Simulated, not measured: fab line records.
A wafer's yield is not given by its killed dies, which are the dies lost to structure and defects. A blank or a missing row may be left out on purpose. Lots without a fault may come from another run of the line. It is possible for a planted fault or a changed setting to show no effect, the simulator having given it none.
What tool caused it? -- flow sky130 -- 18 wafers sampled from 6 lots at 1 step of a route of 708

## WHAT THE GAUGES SHOWED, per wafer
SKY_SONOS_TUNNEL_TW_MEAS_12.
lot,measured,on,SONOS_TUNNEL_TW
L627,day 12 01:34,film-metro-01,201.6 201.7 201.4
L636,day 14 20:56,film-metro-01,201.1 200.3 200.4
L640,day 16 07:56,film-metro-04,193.8 195.8 195.1
L643,day 17 02:31,film-metro-03,196.0 196.7 195.8
L645,day 17 19:43,film-metro-01,202.5 200.6 200.8
L647,day 18 10:42,film-metro-04,196.8 195.5 195.9

## TOOL THAT RAN EACH LOT (tool first, then ch and the chambers of the sampled wafers, then the start)
No process step before these readings appears in the record.

## THE ANSWER, worked out from the rows above alone
Rule: usual is defined by the lots themselves. Put in order of their means at a reading, lots are off if they are a third of the lots or fewer, leave a main group of 4 or more, and stand apart from it by a gap of 3 or more times the standard deviation of the main group's means; of several such gaps the widest counts. A main group is skipped when, at the precision printed for the reading in the tables above, its means are all equal. A lot without any number at a reading at which 4 lots or more have one is off too. All remaining lots with rows at the step are treated as sound.
Across all readings shown, no lot is off: no conclusion can be drawn from this.

## WHAT THE SIMULATOR PUT IN
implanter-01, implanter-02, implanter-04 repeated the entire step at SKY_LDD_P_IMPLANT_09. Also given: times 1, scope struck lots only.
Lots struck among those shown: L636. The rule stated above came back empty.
